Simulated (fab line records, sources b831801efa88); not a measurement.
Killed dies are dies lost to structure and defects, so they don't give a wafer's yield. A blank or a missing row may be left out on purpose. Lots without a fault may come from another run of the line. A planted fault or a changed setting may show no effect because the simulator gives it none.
Split-lot experiment | flow sfq_line | 5 lots, 23 wafers read, on a route of 325 steps

THE SPLIT
At SFQ_TRILAYER_I7_CMP_CMP_184 (polishes SiO2), the setting leave_above_ref_nm was moved away from the recipe's 200 nm on 8 of the 23 wafers read, by -6.7% to +5.3%. The other wafers ran this setting at the recipe's value.

FROM THE SPLIT TO THE READING: what the file shows between them, 2 steps
- SFQ_TRILAYER_I7_METRO_MEASURE_185
- SFQ_TRILAYER_I7_VIA_LITHO_COAT_192: resist thk 62 nm (also split here: spin_rpm)

THE READING
oes_product_au, in a.u., at SFQ_TRILAYER_I7_VIA_ETCH_VIA_ETCH_190 (etches SiO2 in CHF3, stops on Nb, target depth 260 nm). Fault-free wafers of this fab line usually give 0.854 a.u., standard deviation 0.0052 a.u..

wafer  | tool, chamber at the split | leave_above_ref_nm as run, nm | against the recipe | oes_product_au, a.u. | against lot-mates on the recipe
L077.1 | cmp-01, 3                  | 200                           | recipe             | 0.857                | -
L077.2 | cmp-01, 1,2                | 200                           | recipe             | 0.850                | -
L077.3 | cmp-01, 1,2                | 200                           | recipe             | 0.858                | -
L082.1 | cmp-02, 0                  | 200                           | recipe             | 0.850                | -
L082.2 | cmp-02, 2                  | 200                           | recipe             | 0.840                | -
L082.3 | cmp-02, 3                  | 200                           | recipe             | 0.863                | -
L082.5 | cmp-02, 0                  | 200                           | recipe             | 0.858                | -
L082.6 | cmp-02, 1                  | 200                           | recipe             | 0.855                | -
L083.1 | cmp-02, 1                  | 210.6                         | +5.3%              | 0.884                | +0.033
L083.2 | cmp-02, 2                  | 200                           | recipe             | 0.854                | -
L083.4 | cmp-02, 0                  | 210.6                         | +5.3%              | 0.885                | +0.034
L083.5 | cmp-02, 2                  | 200                           | recipe             | 0.848                | -
L083.6 | cmp-02, 3                  | 210.6                         | +5.3%              | 0.883                | +0.032
L084.1 | cmp-01, 3                  | 200                           | recipe             | 0.856                | -
L084.2 | cmp-01, 2                  | 186.6                         | -6.7%              | 0.823                | -0.029
L084.3 | cmp-01, 1                  | 186.6                         | -6.7%              | 0.822                | -0.030
L084.4 | cmp-01, 0                  | 200                           | recipe             | 0.848                | -
L084.5 | cmp-01, 2                  | 186.6                         | -6.7%              | 0.821                | -0.031
L085.1 | cmp-02, 1                  | 200                           | recipe             | 0.862                | -
L085.2 | cmp-02, 0                  | 200                           | recipe             | 0.846                | -
L085.3 | cmp-02, 3                  | 200                           | recipe             | 0.859                | -
L085.4 | cmp-02, 2                  | 205.3                         | +2.6%              | 0.868                | +0.012
L085.5 | cmp-02, 2                  | 205.3                         | +2.6%              | 0.860                | +0.004
Where a row lists several chambers, the file gives one row for several wafers and doesn't say which wafer went through which chamber.

THE FIT
A straight line over all 23 wafers: oes_product_au changes by +0.00504 a.u. for each +1% of leave_above_ref_nm; r = +0.95; the points scatter about the line by 0.0057 a.u..
The same after taking each lot's own level away (the mean of its wafers on the recipe; 23 wafers): +0.00503 a.u. for each +1%; r = +0.94; scatter 0.0061 a.u..
On that fit, the largest move of leave_above_ref_nm shifts the reading by 0.034 a.u..
The lots' own levels span 0.8510 to 0.8557 a.u., that is 0.9 times the standard deviation above.
So the lot-to-lot level changes the slope little: the two slopes agree.
Check: with one of the wafers moved furthest among these (-6.7%) left out of the fit, the line predicts -0.034 a.u. for it against its lot-mates. It came out at -0.029 a.u. against them.

OTHER SPLITS ON THESE WAFERS
These wafers also went through other splits before the reading. Each is held against what the fit with the lots' levels taken away leaves over:
other split on the same wafers                        | wafers away from the commonest value | r with oes_product_au (lot level and that fit taken away)
SFQ_TRILAYER_JJ_CE_LITHO_PEB_117 peb_temp_c           | 9                                    | +0.05
SFQ_TRILAYER_M5_BARC_OPEN_METAL_ETCH_161 time_s       | 7                                    | +0.03
SFQ_TRILAYER_R5_LITHO_COAT_141 spin_rpm               | 8                                    | -0.12
SFQ_TRILAYER_I5_LITHO_COAT_149 spin_rpm               | 6                                    | +0.02
SFQ_TRILAYER_I5_BARC_OPEN_VIA_ETCH_200 pressure_mtorr | 18                                   | +0.15
SFQ_TRILAYER_M6_LITHO_COAT_164 spin_rpm               | 6                                    | +0.33
SFQ_TRILAYER_I6_VIA_LITHO_COAT_169 spin_rpm           | 10                                   | -0.21
SFQ_TRILAYER_M7_LITHO_COAT_177 spin_rpm               | 5                                    | -0.08
SFQ_TRILAYER_I7_VIA_LITHO_COAT_192 spin_rpm           | 5                                    | -0.10

THE WHOLE CHAIN: every reading that the file lists as answering this split, in the file's order
step                                  | what it does                                          | reading                                                                                   | change (the file's fit)                   | r (the file's)
SFQ_TRILAYER_I7_CMP_CMP_184           | polishes SiO2                                         | SiO2_of_TRILAYER_I7_DEP_PECVD_183.thk_nm (the simulator's own value, which no gauge read) | +2.09 nm for each +1% of the setting      | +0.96
SFQ_TRILAYER_I7_METRO_MEASURE_185     |                                                       | thk_nm                                                                                    | +2.08 nm for each +1% of the setting      | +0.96
SFQ_TRILAYER_I7_VIA_ETCH_VIA_ETCH_190 | etches SiO2 in CHF3, stops on Nb, target depth 260 nm | oes_product_au                                                                            | +0.00501 a.u. for each +1% of the setting | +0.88
SFQ_TRILAYER_I7_VIA_ETCH_VIA_ETCH_190 | etches SiO2 in CHF3, stops on Nb, target depth 260 nm | I7.feature_depth_nm (the simulator's own value, which no gauge read)                      | +2.08 nm for each +1% of the setting      | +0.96

THE FILE'S OWN FIT
oes_product_au changes by +0.00501 a.u. for each +1% of leave_above_ref_nm, r = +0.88.
